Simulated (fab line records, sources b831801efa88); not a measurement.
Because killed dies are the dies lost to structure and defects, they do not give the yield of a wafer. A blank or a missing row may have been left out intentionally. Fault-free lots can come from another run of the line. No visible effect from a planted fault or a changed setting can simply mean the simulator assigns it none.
Which tool did it? ; flow gf180mcu ; 39 wafers from 13 lots sampled at 6 of the route's 602 steps

## WHAT EACH GAUGE READ, for each wafer
GF_STI_THK_MEAS_04.
lot;measured;on;STI_CVD_03_THK (nm)
L442;day 2 11:22;filmMetro-01;205.5 206.2 204.1
L444;day 2 11:25;filmMetro-01;204.8 204.4 204.8
L443;day 2 11:26;filmMetro-02;211.1 212.3 211.1
L445;day 2 17:20;filmMetro-01;209.4 206.0 206.0
L454;day 4 06:34;filmMetro-02;205.3 204.6 205.2
L456;day 4 17:37;filmMetro-04;206.6 208.4 206.5
L457;day 4 21:34;filmMetro-01;208.1 208.8 207.2
L458;day 5 02:35;filmMetro-04;203.2 205.7 202.9
L459;day 5 07:34;filmMetro-01;207.9 209.8 210.2
L460;day 5 12:51;filmMetro-04;208.1 207.9 208.1
L461;day 5 20:02;filmMetro-04;207.0 207.3 207.1
L462;day 5 23:37;filmMetro-02;205.8 207.5 206.9
L464;day 6 08:59;filmMetro-04;208.5 207.5 205.4

GF_MVSD_TW_MEAS_11.
lot;measured;on;MVSD_TW
L442;day 5 05:28;filmMetro-03;30 30 30
L444;day 5 05:53;filmMetro-01;1590 1592 1590
L443;day 5 05:50;filmMetro-03;1572 1589 1587
L445;day 5 12:13;filmMetro-03;1581 1576 1580
L454;day 7 06:05;filmMetro-03;1596 1586 1612
L456;day 7 19:05;filmMetro-03;1590 1587 1596
L457;day 7 23:37;filmMetro-01;1580 1584 1578
L458;day 8 07:15;filmMetro-01;1580 1587 1585
L459;day 8 10:23;filmMetro-03;1588 1584 1592
L460;day 8 16:25;filmMetro-02;1552 1559 1548
L461;day 9 02:31;filmMetro-01;1578 1578 1573
L462;day 9 04:53;filmMetro-03;1589 1597 1590
L464;day 9 17:29;filmMetro-02;1556 1551 1550

GF_VT_IMPLANT_OVL_MEAS_18.
lot;measured;on;VT_IMPLANT_01_OVL (nm)
L442;day 6 22:08;overlay-02;0.4 1.4 -0.7
L444;day 6 22:23;overlay-02;-1.0 -1.2 -1.2
L443;day 6 22:15;overlay-01;0.6 -0.5 0.9
L445;day 7 04:41;overlay-02;2.3 2.3 0.0
L454;day 9 03:32;overlay-02;1.3 -0.5 0.7
L456;day 9 17:57;overlay-01;2.5 2.1 2.6
L457;day 9 21:20;overlay-02;1.7 -1.2 1.3
L458;day 10 04:42;overlay-01;-1.2 -1.7 0.4
L459;day 10 09:41;overlay-02;-0.7 0.1 -0.5
L460;day 10 15:05;overlay-01;1.9 1.7 1.8
L461;day 11 03:59;overlay-01;1.3 0.4 0.4
L462;day 11 07:48;overlay-02;-2.0 -0.1 -2.3
L464;day 11 19:51;overlay-01;-0.1 -0.6 1.0

GF_VT_IMPLANT_OVL_MEAS_29.
lot;measured;on;VT_IMPLANT_02_OVL (nm)
L442;day 7 12:05;overlay-01;0.2 0.5 1.9
L444;day 7 12:53;overlay-01;2.8 2.8 2.6
L443;day 7 12:35;overlay-02;-0.2 -1.2 -0.7
L445;day 7 19:23;overlay-02;-3.1 -1.7 -0.7
L454;day 9 19:50;overlay-02;0.8 0.6 1.3
L456;day 10 09:59;overlay-02;0.3 0.9 1.1
L457;day 10 13:53;overlay-01;-2.3 0.5 -2.4
L458;day 10 21:48;overlay-01;-0.9 0.9 -0.9
L459;day 11 03:20;overlay-02;4.1 0.1 1.5
L460;day 11 09:23;overlay-01;2.2 0.7 1.4
L461;day 11 21:23;overlay-02;-0.4 -1.0 1.3
L462;day 12 02:02;overlay-01;3.4 2.4 1.2
L464;day 12 14:12;overlay-01;-1.7 -2.3 -1.4

## WHAT TOOL EACH LOT RAN ON (gives the tool, then ch and the chambers of the sampled wafers, and finally the start)
lot;GF_LVPWELL_STRIP_10;GF_MVSD_STRIP_10
L442;plasmaAsher-02 ch 0,1, day 4 16:10;plasmaAsher-04 ch 0, day 5 05:22
L444;plasmaAsher-01 ch 0,1, day 4 16:35;plasmaAsher-04 ch 0,1, day 5 05:47
L443;plasmaAsher-03 ch 0,1, day 4 16:31;plasmaAsher-01 ch 1, day 5 05:43
L445;plasmaAsher-03 ch 0,1, day 4 22:43;plasmaAsher-03 ch 0,1, day 5 12:07
L454;plasmaAsher-01 ch 1, day 6 15:35;plasmaAsher-04 ch 0,1, day 7 05:59
L456;plasmaAsher-01 ch 0,1, day 7 04:08;plasmaAsher-01 ch 0,1, day 7 18:58
L457;plasmaAsher-01 ch 0,1, day 7 08:58;plasmaAsher-01 ch 0,1, day 7 23:31
L458;plasmaAsher-02 ch 0,1, day 7 15:45;plasmaAsher-03 ch 0,1, day 8 07:10
L459;plasmaAsher-02 ch 0,1, day 7 18:59;plasmaAsher-03 ch 0,1, day 8 10:17
L460;plasmaAsher-01 ch 0,1, day 8 01:43;plasmaAsher-04 ch 0,1, day 8 16:19
L461;plasmaAsher-01 ch 0,1, day 8 10:43;plasmaAsher-01 ch 0,1, day 9 02:25
L462;plasmaAsher-01 ch 0,1, day 8 13:19;plasmaAsher-01 ch 0,1, day 9 04:47
L464;plasmaAsher-01 ch 0,1, day 9 00:58;plasmaAsher-03 ch 0,1, day 9 17:24
- GF_LVPWELL_STRIP_10: strips in O2/N2.
- GF_MVSD_STRIP_10: strips in O2/N2.

## WHAT THE TOOLS THEMSELVES READ (means of the sampled wafers that have a number; where no wafer has one, the mark that the record gives instead)
GF_LVPWELL_STRIP_10.
lot;tool;drypumpMotorCurrentA (A);heaterPowerW (W);n2FlowSccm (sccm);oesProductAu (a.u.);stripTimeToEndpointS (s)
L442;plasmaAsher-02;6.1;390;300.1;0.934;-
L444;plasmaAsher-01;5.0;299;300.2;0.725;37.02
L443;plasmaAsher-03;6.1;343;301.0;0.715;37.02
L445;plasmaAsher-03;6.1;344;299.0;0.721;37.08
L454;plasmaAsher-01;4.9;290;300.4;0.722;36.83
L456;plasmaAsher-01;5.1;310;299.7;0.720;36.97
L457;plasmaAsher-01;5.1;304;299.7;0.726;36.93
L458;plasmaAsher-02;6.1;390;299.4;0.723;36.84
L459;plasmaAsher-02;6.0;359;299.8;0.725;36.89
L460;plasmaAsher-01;5.0;302;300.3;0.723;36.96
L461;plasmaAsher-01;5.1;304;300.9;0.719;37.00
L462;plasmaAsher-01;5.0;298;300.7;0.723;37.01
L464;plasmaAsher-01;5.1;298;299.7;0.724;36.85

GF_MVSD_STRIP_10.
lot;tool;drypumpMotorCurrentA (A);heaterPowerW (W);n2FlowSccm (sccm);oesProductAu (a.u.);stripTimeToEndpointS (s)
L442;plasmaAsher-04;6.0;324;300.0;0.728;60.42
L444;plasmaAsher-04;6.0;330;299.7;0.727;36.82
L443;plasmaAsher-01;5.0;287;300.1;0.724;36.86
L445;plasmaAsher-03;6.1;341;300.1;0.722;36.94
L454;plasmaAsher-04;5.9;331;300.8;0.722;37.03
L456;plasmaAsher-01;5.1;306;300.4;0.723;37.12
L457;plasmaAsher-01;5.1;304;299.4;0.719;36.82
L458;plasmaAsher-03;6.1;347;298.8;0.725;36.92
L459;plasmaAsher-03;6.1;344;300.9;0.725;36.98
L460;plasmaAsher-04;6.0;328;299.3;0.719;36.93
L461;plasmaAsher-01;5.1;299;298.4;0.719;37.01
L462;plasmaAsher-01;5.1;298;299.3;0.723;36.94
L464;plasmaAsher-03;6.1;345;300.2;0.726;36.82

## THE ANSWER, worked out from the rows above alone
Rule: the usual values come from the lots themselves. The widest of any qualifying gaps counts: lots, ordered by their means at a reading, are off when they make up no more than a third of the lots, leave a main group of 4 or more, and stand apart from it by 3 or more times the standard deviation of that group's means. If all means in a main group match to the digits the tables above print for the reading, that group is not used. A lot without any number at a reading at which 4 lots or more have one is off too. All remaining lots with rows at the step are treated as sound. First the gauges in route order, then the tools' own readings, where a lot's mean is used as printed above. The first step at which some lot is off is used, and at that step the reading that is off furthest; a lot without a number counts as furthest.
Off: at GF_MVSD_TW_MEAS_11 (MVSD_TW), L442. Mean 1581 and standard deviation 14 in the main group.
If a tool, at a process step before that reading, ran all the lots that are off and no sound lot after the first of them, it fits. The gauges at GF_MVSD_TW_MEAS_11 aren't tried: what is off there is off at GF_LVPWELL_STRIP_10 too, on other tools, and a gauge's error can't cause that. None of those tried fits.

## WHAT THE SIMULATOR HAD INSERTED
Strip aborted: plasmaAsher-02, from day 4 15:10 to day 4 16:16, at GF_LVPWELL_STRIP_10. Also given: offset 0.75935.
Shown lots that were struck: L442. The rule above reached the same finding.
